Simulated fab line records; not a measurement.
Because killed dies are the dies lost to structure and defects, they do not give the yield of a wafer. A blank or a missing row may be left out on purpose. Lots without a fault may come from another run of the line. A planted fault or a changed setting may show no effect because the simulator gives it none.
fab line records + flow sky130
record:
- lots: 5
- wafers: 15
- lastDay: 50
route steps=708 shown SPACER@306 POLY_CUT@307 PAD_OPEN@708
lots with no fault: from the same line, run without faults
startH: hours from the record's opening day to when the first of the lot's shown wafers began + waitH: hours from the lot's prior step to this one + " unchanged from the row above + L1.1+2: a single row standing in for several wafers + - no value, or no start given + * or withheld: withheld + < > ~ a bound
route shown NAME@n: NAME is a module with steps in the file, n the number in the route of the first one + usual: the fault-free wafers' mean and standard deviation + same: alike in all rows + chamber/n: place in a boat + sites: readings site by site + _std_site: their standard deviation + _edge_site: outer sites' mean less inner sites' + radiusMm: how far each site lies from the wafer's centre + mask NAME#n: copy n + behind: the most recent tool/chamber to have shaped the wafer + hold: the reason the lot was held/the length of the hold in hours/how it ended + device: the transistor (n, p or np) that didn't switch + end of line: the same wafers' tests at the end of the route + a step without rows: its recipe alone + killed: count of dies lost to structure and defects at first sort (not the wafer's yield) + map: the dies of a wafer, with x for killed, . for not killed, _ for no die there
set.NAME: setting as actually run; set.NAME@STEP: the setting as run at that earlier step + model.NAME: the simulator's own value behind a step, which no gauge read
certain route steps with their lots: each step a table, each wafer a row
services: the hour from which a tool's chamber was out of use, counted from the record's first day as startH (under 0 if before that day), plus the number of hours and why
== steps ==
step: SKY_SPACER_ETCHBACK_02
recipe:
- chemistry: CH3F/O2
- target: Si3N4
- stopOn: SiO2
- sourceW: 400
- biasW: 80
- pressureMtorr: 25
- ch3fFlowSccm: 40
- O2_flow_sccm: 30
- timeS: 46.7
- targetDepthA: 450
usual:
- drypumpMotorCurrentA: 5.7/0.36
- oesProductAu: 0.854/0.0065
- throttleValvePct: 10.562/0.009
| lot.wafer | tool       | chamber | startH | waitH | drypumpMotorCurrentA | oesProductAu | rfHoursCounterH | throttleValvePct |
|-----------|------------|---------|--------|-------|----------------------|--------------|-----------------|------------------|
| L897.1    | rieDiel-02 | 2       | 518.20 | 0.1   | 6.2                  | 0.853        | 0               | 10.570           |
| L897.3    | "          | 3       | "      | "     | 5.5                  | 0.859        | 2               | 10.550           |
| L897.6    | "          | 1       | "      | "     | 5.9                  | 0.848        | -               | 10.563           |
| L898.2    | rieDiel-04 | 1       | 531.97 | 0.0   | 5.1                  | 0.862        | 1               | 10.535           |
| L898.4    | "          | 2       | "      | "     | 5.9                  | 0.849        | 27              | 10.549           |
| L898.5    | "          | 3       | "      | "     | 5.4                  | 0.852        | -               | 10.572           |
| L914.1    | rieDiel-01 | 0       | 666.40 | 0.1   | 5.8                  | 0.866        | 49              | 10.560           |
| L914.2    | "          | 2       | "      | "     | 5.6                  | 0.853        | 24              | 10.570           |
| L914.4    | "          | 2       | "      | "     | 5.6                  | 0.853        | -               | 10.564           |
| L917.3    | rieDiel-01 | 0       | 690.16 | 0.1   | 5.8                  | 0.851        | -               | 10.555           |
| L917.4    | "          | 1       | "      | "     | 6.2                  | 0.848        | -               | 10.558           |
| L917.5    | "          | 0       | "      | "     | 5.8                  | 0.853        | -               | 10.576           |
| L920.1    | rieDiel-04 | 2       | 712.13 | 0.1   | 5.9                  | 0.847        | 30              | 10.554           |
| L920.4    | "          | 1       | "      | "     | 5.1                  | 0.842        | 5               | 10.546           |
| L920.6    | "          | 1       | "      | "     | 5.1                  | 0.854        | -               | 10.562           |
step: SKY_POLY_CUT_DEHYDRATE_00
recipe:
- tempC: 200
- timeS: 60
step: SKY_POLY_CUT_HMDS_01
recipe:
- primeTimeS: 60
- primeTempC: 120
step: SKY_POLY_CUT_COAT_02
recipe:
- resist: BARC
- tempC: withheld
- timeS: withheld
- spinRpm: 3000
- resistThkNm: 60
step: SKY_POLY_CUT_COAT_03
recipe:
- resist: KrF-thick
- spinRpm: 3000
- resistThkNm: 450
step: SKY_POLY_CUT_SOFTBAKE_04
recipe:
- tempC: 100
- timeS: 90
- resist: KrF-thick
step: SKY_POLY_CUT_EXPOSE_05
recipe:
- maskId: NPCM
- na: 0.8
- sourceShape: annular
- sigmaInner: 0.55
- sigmaOuter: 0.85
- targetCdNm: 270
- doseMj: 32
step: SKY_POLY_CUT_PEB_06
recipe:
- pebTempC: withheld
- pebTimeS: withheld
- resist: KrF-thick
step: SKY_POLY_CUT_DEVELOP_07
recipe:
- developTimeS: 60
- resist: KrF-thick
- devTempC: 21
step: SKY_POLY_CUT_CD_MEAS_08
recipe:
- targetCdNm: 270
usual:
- cdNm: 269.4/1.7
| lot.wafer | tool     | chamber | startH | waitH | cdNm  |
|-----------|----------|---------|--------|-------|-------|
| L897.1    | cdSem-02 | -       | 547.64 | -     | 270.4 |
| L897.3    | "        | -       | "      | "     | 269.8 |
| L897.6    | "        | -       | "      | "     | 269.2 |
| L898.2    | cdSem-01 | -       | 561.26 | -     | 269.1 |
| L898.4    | "        | -       | "      | "     | 268.3 |
| L898.5    | "        | -       | "      | "     | 268.1 |
| L914.1    | cdSem-02 | -       | 694.19 | -     | 270.2 |
| L914.2    | "        | -       | "      | "     | 268.6 |
| L914.4    | "        | -       | "      | "     | 268.7 |
| L917.3    | cdSem-01 | -       | 717.38 | -     | 267.8 |
| L917.4    | "        | -       | "      | "     | 268.2 |
| L917.5    | "        | -       | "      | "     | 271.1 |
| L920.1    | cdSem-02 | -       | 740.14 | -     | 271.7 |
| L920.4    | "        | -       | "      | "     | 272.7 |
| L920.6    | "        | -       | "      | "     | 271.2 |
step: SKY_POLY_CUT_OVL_MEAS_09
usual:
- POLY_CUT_OVL: 4/6.2
| lot.wafer | tool       | chamber | startH | waitH | POLY_CUT_OVL[nm] |
|-----------|------------|---------|--------|-------|------------------|
| L897.1    | overlay-01 | -       | 547.76 | 0.1   | 1                |
| L897.3    | "          | -       | "      | "     | 5                |
| L897.6    | "          | -       | "      | "     | -1               |
| L898.2    | overlay-01 | -       | 561.36 | 0.1   | 10               |
| L898.4    | "          | -       | "      | "     | 7                |
| L898.5    | "          | -       | "      | "     | 14               |
| L914.1    | overlay-02 | -       | 694.31 | 0.1   | 5                |
| L914.2    | "          | -       | "      | "     | 10               |
| L914.4    | "          | -       | "      | "     | 12               |
| L917.3    | overlay-02 | -       | 717.47 | 0.1   | -1               |
| L917.4    | "          | -       | "      | "     | -4               |
| L917.5    | "          | -       | "      | "     | 3                |
| L920.1    | overlay-01 | -       | 740.26 | 0.1   | 6                |
| L920.4    | "          | -       | "      | "     | 18               |
| L920.6    | "          | -       | "      | "     | 8                |
step: SKY_POLY_CUT_ETCH_10
recipe:
- chemistry: N2/H2
- target: BARC
- ionEnergyEv: 200
- sourceW: 500
- biasW: 100
- pressureMtorr: 30
- n2FlowSccm: 100
- h2FlowSccm: 200
- stopOn: SiO2
- timeS: 45.9
- targetDepthA: 600
usual:
- drypumpMotorCurrentA: 5.7/0.34
- n2FlowSccm: 100.0/0.32
- oesProductAu: 0.856/0.0047
- throttleValvePct: 13.225/0.0087
| lot.wafer | tool       | chamber | startH | waitH | drypumpMotorCurrentA | n2FlowSccm | oesProductAu | rfHoursCounterH | throttleValvePct |
|-----------|------------|---------|--------|-------|----------------------|------------|--------------|-----------------|------------------|
| L897.1    | rieDiel-01 | 1       | 547.80 | 0.0   | 6.2                  | 99.5       | 0.853        | 8               | 13.233           |
| L897.3    | "          | 2       | "      | "     | 5.7                  | 99.8       | 0.846        | 22              | 13.228           |
| L897.6    | "          | 1       | "      | "     | 6.2                  | 99.6       | 0.847        | -               | 13.233           |
| L898.2    | rieDiel-02 | 2       | 561.39 | 0.0   | 6.2                  | 99.7       | 0.857        | 0               | 13.230           |
| L898.4    | "          | 0       | "      | "     | 5.2                  | 100.1      | 0.849        | 11              | 13.217           |
| L898.5    | "          | 2       | "      | "     | 6.2                  | 99.6       | 0.853        | -               | 13.222           |
| L914.1    | rieDiel-01 | 0       | 694.34 | 0.0   | 5.8                  | 100.5      | 0.862        | 49              | 13.211           |
| L914.2    | "          | 1       | "      | "     | 6.2                  | 100.2      | 0.852        | 12              | 13.234           |
| L914.4    | "          | 0       | "      | "     | 5.8                  | 100.1      | 0.845        | -               | 13.237           |
| L917.3    | rieDiel-03 | 3       | 717.49 | 0.0   | 5.4                  | 99.8       | 0.861        | 5               | 13.227           |
| L917.4    | "          | 2       | "      | "     | 5.4                  | 99.8       | 0.864        | 8               | 13.229           |
| L917.5    | "          | 0       | "      | "     | 5.6                  | 99.8       | 0.855        | -               | 13.233           |
| L920.1    | rieDiel-02 | 2       | 740.29 | 0.0   | 6.2                  | 99.5       | 0.856        | 3               | 13.216           |
| L920.4    | "          | 3       | "      | "     | 5.5                  | 99.8       | 0.856        | 6               | 13.243           |
| L920.6    | "          | 0       | "      | "     | 5.2                  | 99.8       | 0.854        | -               | 13.228           |
step: SKY_POLY_CUT_ETCH_11
recipe:
- target: Si3N4
- chemistry: CF4/CH2F2/Ar
- stopOn: poly-Si
- sourceW: 600
- biasW: 150
- pressureMtorr: 40
- cf4FlowSccm: 40
- ch2f2FlowSccm: 20
- Ar_flow_sccm: 150
- timeS: 42.5
- targetDepthA: 600
usual:
- drypumpMotorCurrentA: 5.7/0.34
- oesProductAu: 0.828/0.0067
- throttleValvePct: 14.995/0.0088
| lot.wafer | tool       | chamber | startH | waitH | drypumpMotorCurrentA | oesProductAu | rfHoursCounterH | throttleValvePct | model.etch.depthNm | model.POLY_CUT.featureDepthNm |
|-----------|------------|---------|--------|-------|----------------------|--------------|-----------------|------------------|--------------------|-------------------------------|
| L897.1    | rieDiel-01 | 1       | 547.84 | 0.0   | 6.2                  | 0.852        | 8               | 14.985           | 63.36              | 63.36                         |
| L897.3    | "          | 2       | "      | "     | 5.6                  | 0.833        | 22              | 14.989           | 62.75              | 62.75                         |
| L897.6    | "          | 1       | "      | "     | 6.2                  | 0.834        | -               | 15.011           | 62.73              | 62.73                         |
| L898.2    | rieDiel-02 | 2       | 561.43 | 0.0   | 6.2                  | 0.818        | 0               | 15.007           | 60.86              | 60.86                         |
| L898.4    | "          | 0       | "      | "     | 5.2                  | 0.820        | 11              | 14.985           | 60.41              | 60.41                         |
| L898.5    | "          | 2       | "      | "     | 6.2                  | 0.823        | -               | 14.993           | 60.39              | 60.39                         |
| L914.1    | rieDiel-01 | 0       | 694.40 | 0.0   | 5.8                  | 0.819        | 49              | 15.013           | 61.11              | 61.11                         |
| L914.2    | "          | 1       | "      | "     | 6.1                  | 0.746        | 12              | 14.973           | 50.25              | 50.25                         |
| L914.4    | "          | 0       | "      | "     | 5.8                  | 0.824        | -               | 14.985           | 61.58              | 61.58                         |
| L917.3    | rieDiel-03 | 3       | 717.53 | 0.0   | 5.4                  | 0.815        | 5               | 14.992           | 60.69              | 60.69                         |
| L917.4    | "          | 2       | "      | "     | 5.4                  | 0.822        | 8               | 14.983           | 60.36              | 60.36                         |
| L917.5    | "          | 0       | "      | "     | 5.6                  | 0.814        | -               | 14.996           | 60.21              | 60.21                         |
| L920.1    | rieDiel-02 | 2       | 740.33 | 0.0   | 6.2                  | 0.830        | 3               | 15.012           | 61.7               | 61.7                          |
| L920.4    | "          | 3       | "      | "     | 5.5                  | 0.831        | 6               | 14.991           | 61.26              | 61.26                         |
| L920.6    | "          | 0       | "      | "     | 5.3                  | 0.825        | -               | 15.005           | 60.92              | 60.92                         |
step: SKY_POLY_CUT_STRIP_12
recipe:
- chemistry: O2/N2
- powerW: 1400
- pressureMtorr: 1500
- platenTempC: withheld
- o2FlowSccm: 3000
- n2FlowSccm: 300
- overashFraction: 0.5
usual:
- drypumpMotorCurrentA: 5.9/0.42
- n2FlowSccm: 299.9/0.97
- o2FlowSccm: 3002/8.3
- oesProductAu: 0.452/0.0043
- stripTimeToEndpointS: 5.357/0.016
| lot.wafer | tool           | chamber | startH | waitH | drypumpMotorCurrentA | n2FlowSccm | o2FlowSccm | oesProductAu | rfHoursCounterH | stripTimeToEndpointS |
|-----------|----------------|---------|--------|-------|----------------------|------------|------------|--------------|-----------------|----------------------|
| L897.1    | plasmaAsher-03 | 0       | 547.88 | 0.0   | 6.0                  | 301.1      | 3000       | 0.443        | 88              | 5.331                |
| L897.3    | "              | 0       | "      | "     | 6.0                  | 300.3      | 3001       | 0.449        | -               | 5.325                |
| L897.6    | "              | 0       | "      | "     | 6.0                  | 299.9      | 2998       | 0.448        | -               | 5.340                |
| L898.2    | plasmaAsher-03 | 0       | 561.47 | 0.0   | 6.0                  | 300.1      | 2986       | 0.448        | 89              | 5.377                |
| L898.4    | "              | 0       | "      | "     | 6.0                  | 299.4      | 2991       | 0.454        | -               | 5.350                |
| L898.5    | "              | 0       | "      | "     | 6.0                  | 300.9      | 2998       | 0.454        | -               | 5.368                |
| L914.1    | plasmaAsher-01 | 0       | 694.47 | 0.0   | 5.7                  | 298.7      | 3005       | 0.448        | 59              | 5.361                |
| L914.2    | "              | 1       | "      | "     | 6.5                  | 300.7      | 3012       | 0.447        | 59              | 5.368                |
| L914.4    | "              | 1       | "      | "     | 6.5                  | 299.8      | 3009       | 0.449        | -               | 5.365                |
| L917.3    | plasmaAsher-01 | 1       | 717.61 | 0.1   | 6.5                  | 300.3      | 3003       | 0.452        | -               | 5.356                |
| L917.4    | "              | 0       | "      | "     | 5.7                  | 299.6      | 2998       | 0.447        | -               | 5.383                |
| L917.5    | "              | 0       | "      | "     | 5.7                  | 301.9      | 3026       | 0.455        | -               | 5.372                |
| L920.1    | plasmaAsher-04 | 0       | 740.37 | 0.0   | 6.2                  | 300.0      | 2995       | 0.450        | 91              | 5.347                |
| L920.4    | "              | 0       | "      | "     | 6.3                  | 298.9      | 3006       | 0.451        | -               | 5.346                |
| L920.6    | "              | 0       | "      | "     | 6.2                  | 299.1      | 3002       | 0.449        | -               | 5.359                |
step: SKY_PAD_OPEN_PROBE_99
usual:
- killed_at_M0_to_M3: 44/6.4
- killed_at_M4_up: 3.4/2.1
- killedAtContacts: 23/5
- killedAtFrontEnd: 15/4.5
- killedAtOther: 0.3/0.54
- killedDies: 86/9.5
- killedOnRim: 17/3.9
- killedOpen: 48/6.9
- killedShort: 38/5.9
same:
- grossDies: 492
- killedAtBackSide: 0
| lot.wafer | tool      | chamber | startH  | waitH | killed_at_M0_to_M3 | killed_at_M4_up | killedAtContacts | killedAtFrontEnd | killedAtOther | killedDies | killedOnRim | killedOpen | killedShort |
|-----------|-----------|---------|---------|-------|--------------------|-----------------|------------------|------------------|---------------|------------|-------------|------------|-------------|
| L897.1    | prober-01 | -       | 1069.01 | 0.1   | 45                 | 4               | 18               | 18               | 0             | 85         | 17          | 50         | 34          |
| L897.3    | prober-01 | -       | 1069.11 | 0.2   | 49                 | 4               | 22               | 21               | 2             | 98         | 22          | 46         | 50          |
| L897.6    | prober-01 | -       | 1069.26 | 0.2   | 37                 | 0               | 20               | 12               | 1             | 70         | 16          | 38         | 31          |
| L914.2    | prober-02 | -       | 1169.61 | 0.1   | 43                 | 2               | 26               | 421              | 0             | 492        | 96          | 43         | 40          |
| L917.3    | prober-01 | -       | 1182.39 | 0.2   | 50                 | 3               | 20               | 14               | 0             | 87         | 21          | 45         | 42          |
killed by level:class
L897.1 VIA1:geometricParticle:open=10 VIA2:geometricParticle:open=9 CONTACT:geometricParticle:open=7 POLY_GATE:geometricParticle:short=6 METAL1:geometricParticle:short=5 VIA3:geometricParticle:open=5 FIELD_ISO:geometricParticle:open=4 VIA1:geometricParticle:short=4
L897.3 VIA1:geometricParticle:open=10 METAL3:geometricParticle:short=8 POLY_GATE:geometricParticle:open=7 CONTACT:geometricParticle:open=7 METAL1:geometricParticle:short=6 VIA1:geometricParticle:short=6 LI_CONTACT:geometricParticle:short=5 LI_CONTACT:geometricParticle:open=5
L897.6 CONTACT:geometricParticle:open=9 VIA3:geometricParticle:open=7 VIA1:geometricParticle:open=6 METAL2:geometricParticle:short=6 FIELD_ISO:geometricParticle:open=5 METAL1:geometricParticle:short=5 LI_CONTACT:geometricParticle:open=3 LOCAL_INTERCONNECT:geometricParticle:short=3
L914.2 POLY_CUT:areaEtch=408 METAL1:geometricParticle:short=10 LI_CONTACT:geometricParticle:open=7 VIA1:geometricParticle:open=6 LOCAL_INTERCONNECT:geometricParticle:short=6 CONTACT:geometricParticle:short=6 CONTACT:geometricParticle:open=6 VIA1:geometricParticle:short=6
L917.3 VIA1:geometricParticle:open=12 CONTACT:geometricParticle:open=9 VIA1:geometricParticle:short=8 VIA3:geometricParticle:open=6 METAL2:geometricParticle:short=5 FIELD_ISO:geometricParticle:short=4 POLY_GATE:geometricParticle:open=4 POLY_GATE:geometricParticle:short=4
map L914.2 (x killed, . not)
__________xxxxxxxxxx_________
________xxxxxxxxxxxxxx_______
______xxxxxxxxxxxxxxxxxx_____
_____xxxxxxxxxxxxxxxxxxxx____
____xxxxxxxxxxxxxxxxxxxxxx___
___xxxxxxxxxxxxxxxxxxxxxxxx__
__xxxxxxxxxxxxxxxxxxxxxxxxxx_
_xxxxxxxxxxxxxxxxxxxxxxxxxxxx
_xxxxxxxxxxxxxxxxxxxxxxxxxxxx
_xxxxxxxxxxxxxxxxxxxxxxxxxxxx
_xxxxxxxxxxxxxxxxxxxxxxxxxxxx
_xxxxxxxxxxxxxxxxxxxxxxxxxxxx
_xxxxxxxxxxxxxxxxxxxxxxxxxxxx
_xxxxxxxxxxxxxxxxxxxxxxxxxxxx
_xxxxxxxxxxxxxxxxxxxxxxxxxxxx
__xxxxxxxxxxxxxxxxxxxxxxxxxx_
___xxxxxxxxxxxxxxxxxxxxxxxx__
____xxxxxxxxxxxxxxxxxxxxxx___
_____xxxxxxxxxxxxxxxxxxxx____
______xxxxxxxxxxxxxxxxxx_____
________xxxxxxxxxxxxxx_______
__________xxxxxxxxxx_________
map L897.3 (x killed, . not)
__________.x.......x_________
________..x..x.x......_______
______.........x........_____
_____x.x..x.xx..x.x..x...____
____...x........x.........___
___.......x................__
__.xx..x......x...........x._
_x...........x........xx.x.x.
_..x....x.x...x....xx.xx.....
_x.x..........x..xx..........
_..x..xx..x....x.......x.x..x
_..x.x...x..........x........
_...x....x........x..........
_.......x...xx...x..x......xx
_x.x....x...x..........x...x.
__....x.....x.........x....._
___..........x...xx..x.....__
____........xx..x..x.x...x___
_____x..xx.x.x....x......____
______..x......x..x...x._____
________..x.x......xx._______
__________..x....x.._________
== services ==
| tool           | chamber | startH | hours | kind          |
|----------------|---------|--------|-------|---------------|
| rieDiel-02     | -       | 498.42 | 0.3   | repair        |
| rieDiel-02     | -       | 537.01 | 14.6  | pm            |
| rieDiel-01     | 3       | 561.73 | 67.4  | repair        |
| rieDiel-02     | 1       | 574.43 | 4.0   | repair        |
| rieDiel-02     | 1       | 578.45 | -     | clean         |
| rieDiel-01     | -       | 597.91 | 0.1   | repair        |
| rieDiel-02     | 2       | 603.13 | 3.2   | repair        |
| rieDiel-03     | 0       | 605.90 | 12.6  | repair        |
| plasmaAsher-03 | -       | 609.04 | 1.1   | repair        |
| rieDiel-01     | 2       | 611.63 | 17.3  | repair        |
| rieDiel-01     | 3       | 630.28 | -     | clean         |
| rieDiel-01     | 3       | 630.28 | 37.0  | scheduledDown |
| rieDiel-01     | 3       | 630.28 | 37.0  | ventCycle     |
| plasmaAsher-03 | -       | 646.50 | 1.6   | repair        |
| rieDiel-02     | 3       | 653.61 | 4.0   | repair        |
| plasmaAsher-01 | -       | 662.93 | 3.4   | repair        |
| rieDiel-02     | 1       | 672.35 | 2.1   | repair        |
| plasmaAsher-01 | -       | 672.36 | 1.1   | repair        |
| rieDiel-02     | 2       | 674.16 | 54.6  | repair        |
| plasmaAsher-03 | -       | 678.77 | 5.7   | repair        |
| rieDiel-01     | 3       | 684.42 | 17.3  | repair        |
| rieDiel-01     | 2       | 688.86 | 18.4  | repair        |
| rieDiel-01     | 2       | 715.58 | 132.0 | repair        |
| plasmaAsher-03 | -       | 733.75 | 9.0   | pm            |
== key ==
firstSign:
- step: SKY_POLY_CUT_ETCH_11
- reading: oesProductAu
- direction: down
- sigmas: 12
- usual: 0.828
- struck: 0.746
effect:
- step: SKY_PAD_OPEN_PROBE_99
- reading: killedAtFrontEnd
- direction: up
- sigmas: 89
- usual: 15
- struck: 421
modelEffect:
- step: SKY_POLY_CUT_ETCH_11
- value: etch.depthNm
- without: 61.33
- struck: 50.25
moreKillsBornAt:
- SKY_POLY_CUT_ETCH_11@rieDiel-01: 408
metAt SKY_POLY_CUT_ETCH_11
struckWafers L914.2
laterRowsLeftOut L914.2
testerLeftOut L914
onsetBetween 547.84 694.40
fault:
- kind: processParameterDrift
- tool: rieDiel-01
- chamber: 1
- onsetH: 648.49
- steps: SKY_POLY_CUT_ETCH_11
- channel: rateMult
- offset: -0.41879
- shape: step
- endH: 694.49
testerLeftOut: of these lots the tester's yield and bins aren't shown, on N5 and GAA mostly nor the transistor test; their killed dies are dies lost to structure and defects alone, not to doping, threshold or leakage, so they don't give the yield
laterRowsLeftOut: the simulator's readings of these wafers behind a module that went badly wrong aren't trusted and aren't shown, but for the sort
